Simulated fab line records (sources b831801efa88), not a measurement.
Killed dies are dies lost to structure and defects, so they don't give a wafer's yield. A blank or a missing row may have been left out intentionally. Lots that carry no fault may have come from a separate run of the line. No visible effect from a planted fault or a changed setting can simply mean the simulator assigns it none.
fab line records / flow gf180mcu
record lots=6 wafers=18 lastDay=33
route steps=602 shown CONTACT@305 M1@315
lots untouched by any fault: they come from a run of this same line in which no faults occurred
startH: hours from the record's first day to the start of the lot's first wafer shown / waitH: how many hours have passed since the lot's step before this one / " same as the row above / L1.1+2: several wafers, shown together as one row / - no value, or no start given / * or withheld: withheld / < > ~ a bound
route shown NAME@n: names a module that has steps shown in the file, with the first one's number in the route / usual: mean/standard deviation of fault-free wafers / same: alike in all rows / chamber/n: place in a boat / sites: the reading at each site / _std_site: their standard deviation / _edge_site: the outer-site mean with the inner-site mean subtracted / radiusMm: for every site, how far away it sits from the centre of the wafer / mask NAME#n: copy n / behind: the tool/chamber that last shaped the wafer / hold: why the lot was held/for how many hours/how that ended / device: transistor that didn't switch, given as n, p or np / end of line: tests run on the same wafers once the route is complete / a step without rows: its recipe alone / killed: the dies lost at the first sort to structure and to defects; this is not the yield of the wafer / map: a wafer's dies, marking killed ones x, the rest . and places with no die _
set.NAME: the run value of the setting; set.NAME@STEP: its run value at that earlier step / model.NAME: the simulator's own value behind a step, which no gauge read
a table for each step, a row for each wafer; lots at some steps of the route
services: from which hour (startH, from the record's first day; less than 0 if before it) a tool's chamber was out of use, for how many hours, and why
## steps
# step GF_CONTACT_STRIP_18
# recipe chemistry=O2/N2 powerW=1400 pressureMtorr=1500 platenTempC=250 o2FlowSccm=3000 n2FlowSccm=300 overashFraction=0.5
# usual drypumpMotorCurrentA=5.2/0.47 heaterPowerW=336/32 n2FlowSccm=300.0/0.83 oesProductAu=0.581/0.0047
lot.wafer=L894.2 tool=plasmaAsher-01 chamber=1 startH=385.93 waitH=- drypumpMotorCurrentA=5.6 heaterPowerW=359 n2FlowSccm=301.3 oesProductAu=0.576 rfHoursCounterH=75
lot.wafer=L894.4 tool=plasmaAsher-01 chamber=0 startH=385.93 waitH=- drypumpMotorCurrentA=5.2 heaterPowerW=332 n2FlowSccm=299.3 oesProductAu=0.577 rfHoursCounterH=-
lot.wafer=L894.6 tool=plasmaAsher-01 chamber=0 startH=385.93 waitH=- drypumpMotorCurrentA=5.1 heaterPowerW=324 n2FlowSccm=299.4 oesProductAu=0.577 rfHoursCounterH=-
lot.wafer=L898.3 tool=plasmaAsher-02 chamber=0 startH=415.09 waitH=- drypumpMotorCurrentA=4.7 heaterPowerW=380 n2FlowSccm=300.4 oesProductAu=0.574 rfHoursCounterH=-
lot.wafer=L898.4 tool=plasmaAsher-02 chamber=1 startH=415.09 waitH=- drypumpMotorCurrentA=6.2 heaterPowerW=332 n2FlowSccm=301.2 oesProductAu=0.570 rfHoursCounterH=-
lot.wafer=L898.6 tool=plasmaAsher-02 chamber=1 startH=415.09 waitH=- drypumpMotorCurrentA=6.2 heaterPowerW=318 n2FlowSccm=299.5 oesProductAu=0.574 rfHoursCounterH=-
lot.wafer=L901.2 tool=plasmaAsher-01 chamber=1 startH=442.23 waitH=- drypumpMotorCurrentA=5.6 heaterPowerW=364 n2FlowSccm=300.9 oesProductAu=0.580 rfHoursCounterH=1
lot.wafer=L901.3 tool=plasmaAsher-01 chamber=1 startH=442.23 waitH=- drypumpMotorCurrentA=5.6 heaterPowerW=374 n2FlowSccm=299.3 oesProductAu=0.586 rfHoursCounterH=-
lot.wafer=L901.5 tool=plasmaAsher-01 chamber=0 startH=442.23 waitH=- drypumpMotorCurrentA=5.2 heaterPowerW=330 n2FlowSccm=300.3 oesProductAu=0.582 rfHoursCounterH=-
lot.wafer=L904.3 tool=plasmaAsher-03 chamber=0 startH=470.49 waitH=- drypumpMotorCurrentA=4.7 heaterPowerW=282 n2FlowSccm=299.4 oesProductAu=0.577 rfHoursCounterH=-
lot.wafer=L904.4 tool=plasmaAsher-03 chamber=1 startH=470.49 waitH=- drypumpMotorCurrentA=4.9 heaterPowerW=359 n2FlowSccm=299.6 oesProductAu=0.573 rfHoursCounterH=-
lot.wafer=L904.5 tool=plasmaAsher-03 chamber=1 startH=470.49 waitH=- drypumpMotorCurrentA=4.9 heaterPowerW=351 n2FlowSccm=300.5 oesProductAu=0.580 rfHoursCounterH=-
lot.wafer=L906.4 tool=plasmaAsher-01 chamber=1 startH=486.71 waitH=- drypumpMotorCurrentA=5.6 heaterPowerW=373 n2FlowSccm=300.3 oesProductAu=0.580 rfHoursCounterH=-
lot.wafer=L906.5 tool=plasmaAsher-01 chamber=0 startH=486.71 waitH=- drypumpMotorCurrentA=5.2 heaterPowerW=328 n2FlowSccm=298.8 oesProductAu=0.581 rfHoursCounterH=-
lot.wafer=L906.6 tool=plasmaAsher-01 chamber=1 startH=486.71 waitH=- drypumpMotorCurrentA=5.6 heaterPowerW=369 n2FlowSccm=298.6 oesProductAu=0.576 rfHoursCounterH=-
lot.wafer=L912.4 tool=plasmaAsher-03 chamber=0 startH=533.21 waitH=- drypumpMotorCurrentA=4.7 heaterPowerW=288 n2FlowSccm=301.6 oesProductAu=0.584 rfHoursCounterH=-
lot.wafer=L912.5 tool=plasmaAsher-03 chamber=1 startH=533.21 waitH=- drypumpMotorCurrentA=4.9 heaterPowerW=353 n2FlowSccm=299.4 oesProductAu=0.588 rfHoursCounterH=-
lot.wafer=L912.6 tool=plasmaAsher-03 chamber=0 startH=533.21 waitH=- drypumpMotorCurrentA=4.7 heaterPowerW=283 n2FlowSccm=301.2 oesProductAu=0.577 rfHoursCounterH=-
# step GF_CONTACT_CLEAN_19
# recipe chemistry=SPM
# step GF_CONTACT_CLEAN_20
# recipe chemistry=DIW
# step GF_CONTACT_CLEAN_21
# recipe chemistry=dHF timeS=20 dilution=100:1 dry=ipaMarangoni
# step GF_CONTACT_SPUTTER_22
# recipe material=Ti targetThkNm=15 chamberPressurePa=5 powerW=2500 substrateTempC=200 timeS=80.02
# usual throttleValvePct=30.1/1
lot.wafer=L894.2 tool=pvdSputter-03 chamber=- startH=386.23 waitH=0.0 throttleValvePct=29.3
lot.wafer=L894.4 tool=pvdSputter-03 chamber=- startH=386.23 waitH=0.0 throttleValvePct=30.8
lot.wafer=L894.6 tool=pvdSputter-03 chamber=- startH=386.23 waitH=0.0 throttleValvePct=29.7
lot.wafer=L898.3 tool=pvdSputter-02 chamber=- startH=415.36 waitH=0.0 throttleValvePct=29.4
lot.wafer=L898.4 tool=pvdSputter-02 chamber=- startH=415.36 waitH=0.0 throttleValvePct=29.2
lot.wafer=L898.6 tool=pvdSputter-02 chamber=- startH=415.36 waitH=0.0 throttleValvePct=29.4
lot.wafer=L901.2 tool=pvdSputter-04 chamber=- startH=442.53 waitH=0.0 throttleValvePct=29.5
lot.wafer=L901.3 tool=pvdSputter-04 chamber=- startH=442.53 waitH=0.0 throttleValvePct=31.0
lot.wafer=L901.5 tool=pvdSputter-04 chamber=- startH=442.53 waitH=0.0 throttleValvePct=31.5
lot.wafer=L904.3 tool=pvdSputter-03 chamber=- startH=470.75 waitH=0.0 throttleValvePct=29.6
lot.wafer=L904.4 tool=pvdSputter-03 chamber=- startH=470.75 waitH=0.0 throttleValvePct=30.8
lot.wafer=L904.5 tool=pvdSputter-03 chamber=- startH=470.75 waitH=0.0 throttleValvePct=30.9
lot.wafer=L906.4 tool=pvdSputter-02 chamber=- startH=486.97 waitH=0.0 throttleValvePct=29.3
lot.wafer=L906.5 tool=pvdSputter-02 chamber=- startH=486.97 waitH=0.0 throttleValvePct=28.6
lot.wafer=L906.6 tool=pvdSputter-02 chamber=- startH=486.97 waitH=0.0 throttleValvePct=29.8
lot.wafer=L912.4 tool=pvdSputter-03 chamber=- startH=533.58 waitH=0.0 throttleValvePct=31.8
lot.wafer=L912.5 tool=pvdSputter-03 chamber=- startH=533.58 waitH=0.0 throttleValvePct=29.9
lot.wafer=L912.6 tool=pvdSputter-03 chamber=- startH=533.58 waitH=0.0 throttleValvePct=30.8
# step GF_CONTACT_SPUTTER_23
# recipe material=TiN targetThkNm=10 chamberPressurePa=5 powerW=4000 timeS=40
# step GF_CONTACT_CVD_24
# recipe material=W targetThkNm=300 timeS=90.339 tempC=400 pressureTorr=40
# step GF_CONTACT_RS_MEAS_25
# recipe thkMeasGauge=four-point-probe reads=W_of_CONTACT_CVD_24+TiN_of_CONTACT_SPUTTER_23+Ti_of_CONTACT_SPUTTER_22
# usual CONTACT_W_RS=0.384/0.0041
lot.wafer=L894.2 tool=filmMetro-03 chamber=- startH=386.49 waitH=0.1 CONTACT_W_RS[ohm/sq]=0.382
lot.wafer=L894.4 tool=filmMetro-03 chamber=- startH=386.49 waitH=0.1 CONTACT_W_RS[ohm/sq]=0.383
lot.wafer=L894.6 tool=filmMetro-03 chamber=- startH=386.49 waitH=0.1 CONTACT_W_RS[ohm/sq]=0.384
lot.wafer=L898.3 tool=filmMetro-04 chamber=- startH=415.60 waitH=0.1 CONTACT_W_RS[ohm/sq]=0.387
lot.wafer=L898.4 tool=filmMetro-04 chamber=- startH=415.60 waitH=0.1 CONTACT_W_RS[ohm/sq]=0.385
lot.wafer=L898.6 tool=filmMetro-04 chamber=- startH=415.60 waitH=0.1 CONTACT_W_RS[ohm/sq]=0.385
lot.wafer=L901.2 tool=filmMetro-01 chamber=- startH=442.75 waitH=0.1 CONTACT_W_RS[ohm/sq]=0.388
lot.wafer=L901.3 tool=filmMetro-01 chamber=- startH=442.75 waitH=0.1 CONTACT_W_RS[ohm/sq]=0.385
lot.wafer=L901.5 tool=filmMetro-01 chamber=- startH=442.75 waitH=0.1 CONTACT_W_RS[ohm/sq]=0.384
lot.wafer=L904.3 tool=filmMetro-03 chamber=- startH=470.99 waitH=0.1 CONTACT_W_RS[ohm/sq]=0.376
lot.wafer=L904.4 tool=filmMetro-03 chamber=- startH=470.99 waitH=0.1 CONTACT_W_RS[ohm/sq]=0.379
lot.wafer=L904.5 tool=filmMetro-03 chamber=- startH=470.99 waitH=0.1 CONTACT_W_RS[ohm/sq]=0.380
lot.wafer=L906.4 tool=filmMetro-04 chamber=- startH=487.24 waitH=0.1 CONTACT_W_RS[ohm/sq]=0.382
lot.wafer=L906.5 tool=filmMetro-04 chamber=- startH=487.24 waitH=0.1 CONTACT_W_RS[ohm/sq]=0.381
lot.wafer=L906.6 tool=filmMetro-04 chamber=- startH=487.24 waitH=0.1 CONTACT_W_RS[ohm/sq]=0.381
lot.wafer=L912.4 tool=filmMetro-04 chamber=- startH=533.86 waitH=0.1 CONTACT_W_RS[ohm/sq]=0.382
lot.wafer=L912.5 tool=filmMetro-04 chamber=- startH=533.86 waitH=0.1 CONTACT_W_RS[ohm/sq]=0.384
lot.wafer=L912.6 tool=filmMetro-04 chamber=- startH=533.86 waitH=0.1 CONTACT_W_RS[ohm/sq]=0.375
# step GF_CONTACT_THK_MEAS_26
# recipe thkMeasGauge=xrf reads=W_of_CONTACT_CVD_24
# usual CONTACT_W_THK=306/4.8
lot.wafer=L894.2 tool=filmMetro-03 chamber=- startH=386.60 waitH=0.1 CONTACT_W_THK[nm]=307
lot.wafer=L894.4 tool=filmMetro-03 chamber=- startH=386.60 waitH=0.1 CONTACT_W_THK[nm]=306
lot.wafer=L894.6 tool=filmMetro-03 chamber=- startH=386.60 waitH=0.1 CONTACT_W_THK[nm]=307
lot.wafer=L898.3 tool=filmMetro-04 chamber=- startH=415.70 waitH=0.1 CONTACT_W_THK[nm]=303
lot.wafer=L898.4 tool=filmMetro-04 chamber=- startH=415.70 waitH=0.1 CONTACT_W_THK[nm]=303
lot.wafer=L898.6 tool=filmMetro-04 chamber=- startH=415.70 waitH=0.1 CONTACT_W_THK[nm]=304
lot.wafer=L901.2 tool=filmMetro-01 chamber=- startH=442.86 waitH=0.1 CONTACT_W_THK[nm]=299
lot.wafer=L901.3 tool=filmMetro-01 chamber=- startH=442.86 waitH=0.1 CONTACT_W_THK[nm]=301
lot.wafer=L901.5 tool=filmMetro-01 chamber=- startH=442.86 waitH=0.1 CONTACT_W_THK[nm]=303
lot.wafer=L904.3 tool=filmMetro-03 chamber=- startH=471.09 waitH=0.1 CONTACT_W_THK[nm]=311
lot.wafer=L904.4 tool=filmMetro-03 chamber=- startH=471.09 waitH=0.1 CONTACT_W_THK[nm]=312
lot.wafer=L904.5 tool=filmMetro-03 chamber=- startH=471.09 waitH=0.1 CONTACT_W_THK[nm]=311
lot.wafer=L906.4 tool=filmMetro-04 chamber=- startH=487.33 waitH=0.1 CONTACT_W_THK[nm]=305
lot.wafer=L906.5 tool=filmMetro-04 chamber=- startH=487.33 waitH=0.1 CONTACT_W_THK[nm]=307
lot.wafer=L906.6 tool=filmMetro-04 chamber=- startH=487.33 waitH=0.1 CONTACT_W_THK[nm]=306
lot.wafer=L912.4 tool=filmMetro-04 chamber=- startH=533.95 waitH=0.1 CONTACT_W_THK[nm]=308
lot.wafer=L912.5 tool=filmMetro-04 chamber=- startH=533.95 waitH=0.1 CONTACT_W_THK[nm]=308
lot.wafer=L912.6 tool=filmMetro-04 chamber=- startH=533.95 waitH=0.1 CONTACT_W_THK[nm]=315
# step GF_CONTACT_CMP_27
# recipe stopOn=SiO2 downForcePsi=3.5 platenRpm=60 tOverpolishS=15 targetThkNm=0 padVelocityMS=0.94248
# step GF_M1_SPUTTER_00
# recipe material=Ti targetThkNm=37.5 arrivingIonEnergyEv=80 substrateTempC=200 chamberPressurePa=2 powerW=4000 timeS=150
# step GF_M1_SPUTTER_01
# recipe material=TiN targetThkNm=30 powerW=6500 timeS=25 chamberPressurePa=0.4
# usual throttleValvePct=31.0/1
lot.wafer=L894.2 tool=pvdSputter-01 chamber=- startH=387.05 waitH=0.1 throttleValvePct=30.3
lot.wafer=L894.4 tool=pvdSputter-01 chamber=- startH=387.05 waitH=0.1 throttleValvePct=31.2
lot.wafer=L894.6 tool=pvdSputter-01 chamber=- startH=387.05 waitH=0.1 throttleValvePct=32.9
lot.wafer=L898.3 tool=pvdSputter-04 chamber=- startH=416.14 waitH=0.1 throttleValvePct=31.5
lot.wafer=L898.4 tool=pvdSputter-04 chamber=- startH=416.14 waitH=0.1 throttleValvePct=30.1
lot.wafer=L898.6 tool=pvdSputter-04 chamber=- startH=416.14 waitH=0.1 throttleValvePct=31.9
lot.wafer=L901.2 tool=pvdSputter-01 chamber=- startH=443.31 waitH=0.1 throttleValvePct=30.6
lot.wafer=L901.3 tool=pvdSputter-01 chamber=- startH=443.31 waitH=0.1 throttleValvePct=30.1
lot.wafer=L901.5 tool=pvdSputter-01 chamber=- startH=443.31 waitH=0.1 throttleValvePct=30.0
lot.wafer=L904.3 tool=pvdSputter-01 chamber=- startH=471.53 waitH=0.1 throttleValvePct=31.5
lot.wafer=L904.4 tool=pvdSputter-01 chamber=- startH=471.53 waitH=0.1 throttleValvePct=30.2
lot.wafer=L904.5 tool=pvdSputter-01 chamber=- startH=471.53 waitH=0.1 throttleValvePct=32.9
lot.wafer=L906.4 tool=pvdSputter-04 chamber=- startH=487.76 waitH=0.1 throttleValvePct=31.7
lot.wafer=L906.5 tool=pvdSputter-04 chamber=- startH=487.76 waitH=0.1 throttleValvePct=31.0
lot.wafer=L906.6 tool=pvdSputter-04 chamber=- startH=487.76 waitH=0.1 throttleValvePct=29.6
lot.wafer=L912.4 tool=pvdSputter-04 chamber=- startH=534.38 waitH=0.1 throttleValvePct=30.1
lot.wafer=L912.5 tool=pvdSputter-04 chamber=- startH=534.38 waitH=0.1 throttleValvePct=29.6
lot.wafer=L912.6 tool=pvdSputter-04 chamber=- startH=534.38 waitH=0.1 throttleValvePct=31.7
# step GF_M1_SPUTTER_02
# recipe material=AlCu targetThkNm=450 powerW=10600 timeS=23.9 chamberPressurePa=0.4
# usual throttleValvePct=31.0/1
lot.wafer=L894.2 tool=pvdSputter-01 chamber=- startH=387.08 waitH=0.0 throttleValvePct=30.2 model.AlCu_of_M1_SPUTTER_02.thkNm=449.5
lot.wafer=L894.4 tool=pvdSputter-01 chamber=- startH=387.08 waitH=0.0 throttleValvePct=31.2 model.AlCu_of_M1_SPUTTER_02.thkNm=447.8
lot.wafer=L894.6 tool=pvdSputter-01 chamber=- startH=387.08 waitH=0.0 throttleValvePct=33.2 model.AlCu_of_M1_SPUTTER_02.thkNm=451
lot.wafer=L898.3 tool=pvdSputter-04 chamber=- startH=416.17 waitH=0.0 throttleValvePct=31.8 model.AlCu_of_M1_SPUTTER_02.thkNm=448.2
lot.wafer=L898.4 tool=pvdSputter-04 chamber=- startH=416.17 waitH=0.0 throttleValvePct=29.9 model.AlCu_of_M1_SPUTTER_02.thkNm=449.6
lot.wafer=L898.6 tool=pvdSputter-04 chamber=- startH=416.17 waitH=0.0 throttleValvePct=32.1 model.AlCu_of_M1_SPUTTER_02.thkNm=444.8
lot.wafer=L901.2 tool=pvdSputter-01 chamber=- startH=443.34 waitH=0.0 throttleValvePct=30.6 model.AlCu_of_M1_SPUTTER_02.thkNm=278.8
lot.wafer=L901.3 tool=pvdSputter-01 chamber=- startH=443.34 waitH=0.0 throttleValvePct=29.9 model.AlCu_of_M1_SPUTTER_02.thkNm=276.4
lot.wafer=L901.5 tool=pvdSputter-01 chamber=- startH=443.34 waitH=0.0 throttleValvePct=30.3 model.AlCu_of_M1_SPUTTER_02.thkNm=278.8
lot.wafer=L904.3 tool=pvdSputter-01 chamber=- startH=471.56 waitH=0.0 throttleValvePct=31.2 model.AlCu_of_M1_SPUTTER_02.thkNm=274.4
lot.wafer=L904.4 tool=pvdSputter-01 chamber=- startH=471.56 waitH=0.0 throttleValvePct=30.2 model.AlCu_of_M1_SPUTTER_02.thkNm=273.5
lot.wafer=L904.5 tool=pvdSputter-01 chamber=- startH=471.56 waitH=0.0 throttleValvePct=33.1 model.AlCu_of_M1_SPUTTER_02.thkNm=278.1
lot.wafer=L906.4 tool=pvdSputter-04 chamber=- startH=487.79 waitH=0.0 throttleValvePct=31.9 model.AlCu_of_M1_SPUTTER_02.thkNm=446.1
lot.wafer=L906.5 tool=pvdSputter-04 chamber=- startH=487.79 waitH=0.0 throttleValvePct=31.0 model.AlCu_of_M1_SPUTTER_02.thkNm=453.2
lot.wafer=L906.6 tool=pvdSputter-04 chamber=- startH=487.79 waitH=0.0 throttleValvePct=29.9 model.AlCu_of_M1_SPUTTER_02.thkNm=452.4
lot.wafer=L912.4 tool=pvdSputter-04 chamber=- startH=534.41 waitH=0.0 throttleValvePct=29.9 model.AlCu_of_M1_SPUTTER_02.thkNm=455.4
lot.wafer=L912.5 tool=pvdSputter-04 chamber=- startH=534.41 waitH=0.0 throttleValvePct=29.7 model.AlCu_of_M1_SPUTTER_02.thkNm=458.5
lot.wafer=L912.6 tool=pvdSputter-04 chamber=- startH=534.41 waitH=0.0 throttleValvePct=31.7 model.AlCu_of_M1_SPUTTER_02.thkNm=454.3
# step GF_M1_SPUTTER_03
# recipe material=Ti targetThkNm=10 substrateTempC=300 chamberPressurePa=0.3 powerW=3000 timeS=6.7
# usual throttleValvePct=31.0/1
lot.wafer=L894.2 tool=pvdSputter-01 chamber=- startH=387.11 waitH=0.0 throttleValvePct=30.0
lot.wafer=L894.4 tool=pvdSputter-01 chamber=- startH=387.11 waitH=0.0 throttleValvePct=31.3
lot.wafer=L894.6 tool=pvdSputter-01 chamber=- startH=387.11 waitH=0.0 throttleValvePct=33.2
lot.wafer=L898.3 tool=pvdSputter-04 chamber=- startH=416.20 waitH=0.0 throttleValvePct=31.7
lot.wafer=L898.4 tool=pvdSputter-04 chamber=- startH=416.20 waitH=0.0 throttleValvePct=29.7
lot.wafer=L898.6 tool=pvdSputter-04 chamber=- startH=416.20 waitH=0.0 throttleValvePct=31.9
lot.wafer=L901.2 tool=pvdSputter-01 chamber=- startH=443.37 waitH=0.0 throttleValvePct=30.5
lot.wafer=L901.3 tool=pvdSputter-01 chamber=- startH=443.37 waitH=0.0 throttleValvePct=30.2
lot.wafer=L901.5 tool=pvdSputter-01 chamber=- startH=443.37 waitH=0.0 throttleValvePct=30.2
lot.wafer=L904.3 tool=pvdSputter-01 chamber=- startH=471.59 waitH=0.0 throttleValvePct=31.3
lot.wafer=L904.4 tool=pvdSputter-01 chamber=- startH=471.59 waitH=0.0 throttleValvePct=30.4
lot.wafer=L904.5 tool=pvdSputter-01 chamber=- startH=471.59 waitH=0.0 throttleValvePct=32.9
lot.wafer=L906.4 tool=pvdSputter-04 chamber=- startH=487.82 waitH=0.0 throttleValvePct=31.4
lot.wafer=L906.5 tool=pvdSputter-04 chamber=- startH=487.82 waitH=0.0 throttleValvePct=30.9
lot.wafer=L906.6 tool=pvdSputter-04 chamber=- startH=487.82 waitH=0.0 throttleValvePct=29.9
lot.wafer=L912.4 tool=pvdSputter-04 chamber=- startH=534.44 waitH=0.0 throttleValvePct=29.6
lot.wafer=L912.5 tool=pvdSputter-04 chamber=- startH=534.44 waitH=0.0 throttleValvePct=29.9
lot.wafer=L912.6 tool=pvdSputter-04 chamber=- startH=534.44 waitH=0.0 throttleValvePct=31.8
# step GF_M1_SPUTTER_04
# recipe material=TiN targetThkNm=50 powerW=6500 timeS=41.7 chamberPressurePa=0.4
# usual throttleValvePct=31.0/1
lot.wafer=L894.2 tool=pvdSputter-01 chamber=- startH=387.13 waitH=0.0 throttleValvePct=29.9
lot.wafer=L894.4 tool=pvdSputter-01 chamber=- startH=387.13 waitH=0.0 throttleValvePct=31.0
lot.wafer=L894.6 tool=pvdSputter-01 chamber=- startH=387.13 waitH=0.0 throttleValvePct=33.2
lot.wafer=L898.3 tool=pvdSputter-04 chamber=- startH=416.22 waitH=0.0 throttleValvePct=31.6
lot.wafer=L898.4 tool=pvdSputter-04 chamber=- startH=416.22 waitH=0.0 throttleValvePct=29.9
lot.wafer=L898.6 tool=pvdSputter-04 chamber=- startH=416.22 waitH=0.0 throttleValvePct=31.8
lot.wafer=L901.2 tool=pvdSputter-01 chamber=- startH=443.39 waitH=0.0 throttleValvePct=30.5
lot.wafer=L901.3 tool=pvdSputter-01 chamber=- startH=443.39 waitH=0.0 throttleValvePct=30.3
lot.wafer=L901.5 tool=pvdSputter-01 chamber=- startH=443.39 waitH=0.0 throttleValvePct=30.0
lot.wafer=L904.3 tool=pvdSputter-01 chamber=- startH=471.61 waitH=0.0 throttleValvePct=31.4
lot.wafer=L904.4 tool=pvdSputter-01 chamber=- startH=471.61 waitH=0.0 throttleValvePct=30.4
lot.wafer=L904.5 tool=pvdSputter-01 chamber=- startH=471.61 waitH=0.0 throttleValvePct=32.8
lot.wafer=L906.4 tool=pvdSputter-04 chamber=- startH=487.84 waitH=0.0 throttleValvePct=31.9
lot.wafer=L906.5 tool=pvdSputter-04 chamber=- startH=487.84 waitH=0.0 throttleValvePct=31.0
lot.wafer=L906.6 tool=pvdSputter-04 chamber=- startH=487.84 waitH=0.0 throttleValvePct=29.9
lot.wafer=L912.4 tool=pvdSputter-04 chamber=- startH=534.46 waitH=0.0 throttleValvePct=29.8
lot.wafer=L912.5 tool=pvdSputter-04 chamber=- startH=534.46 waitH=0.0 throttleValvePct=29.7
lot.wafer=L912.6 tool=pvdSputter-04 chamber=- startH=534.46 waitH=0.0 throttleValvePct=31.7
# step GF_M1_RS_MEAS_05
# recipe thkMeasGauge=four-point-probe reads=TiN_of_M1_SPUTTER_04+Ti_of_M1_SPUTTER_03+AlCu_of_M1_SPUTTER_02+TiN_of_M1_SPUTTER_01+Ti_of_M1_SPUTTER_00
# usual M1_ALCU_RS=0.0695/0.00065
lot.wafer=L894.2 tool=filmMetro-02 chamber=- startH=387.19 waitH=0.0 hold=- M1_ALCU_RS[ohm/sq]=0.0696
lot.wafer=L894.4 tool=filmMetro-02 chamber=- startH=387.19 waitH=0.0 hold=- M1_ALCU_RS[ohm/sq]=0.0699
lot.wafer=L894.6 tool=filmMetro-02 chamber=- startH=387.19 waitH=0.0 hold=- M1_ALCU_RS[ohm/sq]=0.0694
lot.wafer=L898.3 tool=filmMetro-01 chamber=- startH=416.30 waitH=0.1 hold=- M1_ALCU_RS[ohm/sq]=0.0699
lot.wafer=L898.4 tool=filmMetro-01 chamber=- startH=416.30 waitH=0.1 hold=- M1_ALCU_RS[ohm/sq]=0.0696
lot.wafer=L898.6 tool=filmMetro-01 chamber=- startH=416.30 waitH=0.1 hold=- M1_ALCU_RS[ohm/sq]=0.0705
lot.wafer=L901.2 tool=filmMetro-04 chamber=- startH=443.45 waitH=0.0 hold=awaitDispo/0.2h/release M1_ALCU_RS[ohm/sq]=0.1129
lot.wafer=L901.3 tool=filmMetro-04 chamber=- startH=443.45 waitH=0.0 hold=awaitDispo/0.2h/release M1_ALCU_RS[ohm/sq]=0.1137
lot.wafer=L901.5 tool=filmMetro-04 chamber=- startH=443.45 waitH=0.0 hold=awaitDispo/0.2h/release M1_ALCU_RS[ohm/sq]=0.1127
lot.wafer=L901.2 tool=filmMetro-04 chamber=- startH=443.73 waitH=0.3 hold=- M1_ALCU_RS[ohm/sq]=0.1128
lot.wafer=L901.3 tool=filmMetro-04 chamber=- startH=443.73 waitH=0.3 hold=- M1_ALCU_RS[ohm/sq]=0.1140
lot.wafer=L901.5 tool=filmMetro-04 chamber=- startH=443.73 waitH=0.3 hold=- M1_ALCU_RS[ohm/sq]=0.1127
lot.wafer=L904.3 tool=filmMetro-04 chamber=- startH=471.69 waitH=0.1 hold=awaitDispo/0.2h/release M1_ALCU_RS[ohm/sq]=0.1147
lot.wafer=L904.4 tool=filmMetro-04 chamber=- startH=471.69 waitH=0.1 hold=awaitDispo/0.2h/release M1_ALCU_RS[ohm/sq]=0.1148
lot.wafer=L904.5 tool=filmMetro-04 chamber=- startH=471.69 waitH=0.1 hold=awaitDispo/0.2h/release M1_ALCU_RS[ohm/sq]=0.1130
lot.wafer=L904.3 tool=filmMetro-04 chamber=- startH=472.08 waitH=0.4 hold=- M1_ALCU_RS[ohm/sq]=0.1147
lot.wafer=L904.4 tool=filmMetro-04 chamber=- startH=472.08 waitH=0.4 hold=- M1_ALCU_RS[ohm/sq]=0.1153
lot.wafer=L904.5 tool=filmMetro-04 chamber=- startH=472.08 waitH=0.4 hold=- M1_ALCU_RS[ohm/sq]=0.1131
lot.wafer=L906.4 tool=filmMetro-04 chamber=- startH=487.94 waitH=0.1 hold=- M1_ALCU_RS[ohm/sq]=0.0701
lot.wafer=L906.5 tool=filmMetro-04 chamber=- startH=487.94 waitH=0.1 hold=- M1_ALCU_RS[ohm/sq]=0.0688
lot.wafer=L906.6 tool=filmMetro-04 chamber=- startH=487.94 waitH=0.1 hold=- M1_ALCU_RS[ohm/sq]=0.0691
lot.wafer=L912.4 tool=filmMetro-04 chamber=- startH=534.56 waitH=0.1 hold=- M1_ALCU_RS[ohm/sq]=0.0688
lot.wafer=L912.5 tool=filmMetro-04 chamber=- startH=534.56 waitH=0.1 hold=- M1_ALCU_RS[ohm/sq]=0.0683
lot.wafer=L912.6 tool=filmMetro-04 chamber=- startH=534.56 waitH=0.1 hold=- M1_ALCU_RS[ohm/sq]=0.0688
## services
tool=pvdSputter-02 chamber=- startH=378.40 hours=1.8 kind=repair
tool=pvdSputter-01 chamber=3 startH=390.17 hours=- kind=consumableReplace:kit
tool=pvdSputter-01 chamber=3 startH=390.17 hours=18.0 kind=scheduledDown
tool=pvdSputter-01 chamber=3 startH=390.17 hours=18.0 kind=ventCycle
tool=plasmaAsher-01 chamber=- startH=421.35 hours=9.0 kind=pm
tool=plasmaAsher-01 chamber=0 startH=421.35 hours=9.0 kind=ventCycle
tool=plasmaAsher-01 chamber=1 startH=421.35 hours=9.0 kind=ventCycle
tool=plasmaAsher-01 chamber=0 startH=430.35 hours=- kind=clean
tool=plasmaAsher-01 chamber=1 startH=430.35 hours=- kind=clean
tool=plasmaAsher-02 chamber=- startH=448.34 hours=2.1 kind=repair
tool=plasmaAsher-02 chamber=- startH=471.72 hours=3.5 kind=repair
tool=plasmaAsher-01 chamber=- startH=496.22 hours=2.3 kind=repair
tool=pvdSputter-04 chamber=- startH=506.25 hours=0.7 kind=repair
tool=plasmaAsher-01 chamber=- startH=507.62 hours=2.8 kind=pm
tool=pvdSputter-04 chamber=1 startH=515.87 hours=- kind=consumableReplace:kit
tool=pvdSputter-04 chamber=1 startH=515.87 hours=18.0 kind=scheduledDown
tool=pvdSputter-04 chamber=1 startH=515.87 hours=18.0 kind=ventCycle
## key
firstSign step=GF_M1_RS_MEAS_05 reading=visit direction=added
effect step=GF_M1_RS_MEAS_05 reading=M1_ALCU_RS direction=up sigmas=67 usual=0.0695 struck=0.1136
modelEffect step=GF_M1_SPUTTER_02 value=AlCu_of_M1_SPUTTER_02.thkNm without=448.8 struck=276.7
metAt GF_M1_SPUTTER_02
struckWafers L901.2,L901.3,L901.5,L904.3,L904.4,L904.5
scrappedBehind GF_M1_RS_MEAS_05 L901.2,L901.3,L901.5,L904.3,L904.4,L904.5
onsetBetween 387.08 443.34
alsoFits GF_M1_SPUTTER_01:pvdSputter-01,GF_M1_SPUTTER_03:pvdSputter-01,GF_M1_SPUTTER_04:pvdSputter-01
fault kind=processParameterDrift tool=pvdSputter-01 chamber=- onsetH=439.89 steps=GF_M1_SPUTTER_02 channel=targetThkNm offset=-172.16 shape=step endH=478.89 actsIn=theseRecipesOnly stated=450
